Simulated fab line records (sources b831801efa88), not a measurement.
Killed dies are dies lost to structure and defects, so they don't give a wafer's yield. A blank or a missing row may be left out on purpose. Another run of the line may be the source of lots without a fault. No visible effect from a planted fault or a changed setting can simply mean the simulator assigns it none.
A single fault, viewed from 2 desks + flow sky130 + numbers are kept per desk, each desk with only its own; the story behind them comes last

## THE METROLOGY DESK
Lot by lot, what the gauges showed, no matter which tool ran the lot: averages of those sampled wafers that carry a number. If a lot's mean is further than 4 standard deviations from the usual mean, the lot is out of limits and carries the mark OUT (the distance appears in the brackets).
Columns: A = cd_nm at SKY_METAL1_CD_MEAS_15, usual 139.9 nm
| lot  | first seen here | A     |
|------|-----------------|-------|
| L328 | day 33 14:17    | 138.9 |
| L329 | day 34 01:46    | 141.2 |
| L330 | day 34 12:34    | 140.5 |
| L333 | day 35 08:56    | 139.0 |
| L335 | day 35 13:53    | 139.4 |
| L339 | day 36 16:47    | 140.6 |
| L341 | day 37 02:17    | 138.8 |
| L342 | day 37 09:00    | 141.1 |
| L343 | day 37 15:47    | 139.9 |
| L346 | day 38 13:02    | 138.2 |
| L347 | day 38 17:47    | 138.7 |
| L349 | day 39 08:28    | 139.8 |
Result from this desk: across the 12 lots, nothing is out of limits.

## THE TOOL OWNER'S DESK: litho_track-03
The tool's own readings at SKY_CONTACT_COAT_09 (resist thk 450 nm): means of the sampled wafers that have a number, for each lot that ran on this tool. If a lot's mean is further than 4 standard deviations from the usual mean, the lot is out of limits and carries the mark OUT (the distance appears in the brackets).
Columns: A = dispense_pressure_kPa at SKY_CONTACT_COAT_09, usual 50 kPa; B = resist_line_temp_C at SKY_CONTACT_COAT_09, usual 23.00 C
| lot  | first seen here | A  | B     |
|------|-----------------|----|-------|
| L330 | day 32 19:00    | 56 | 23.05 |
| L333 | day 33 15:00    | 56 | 22.82 |
| L335 | day 33 21:00    | 56 | 22.94 |
| L349 | day 37 16:00    | 56 | 23.06 |
Result from this desk: across the 4 lots, nothing is out of limits.

## BROUGHT TOGETHER
From the metrology desk's view, nothing was out of limits.
The tool owner's desk saw nothing out of limits.

## WHAT WAS PUT IN BY THE SIMULATOR
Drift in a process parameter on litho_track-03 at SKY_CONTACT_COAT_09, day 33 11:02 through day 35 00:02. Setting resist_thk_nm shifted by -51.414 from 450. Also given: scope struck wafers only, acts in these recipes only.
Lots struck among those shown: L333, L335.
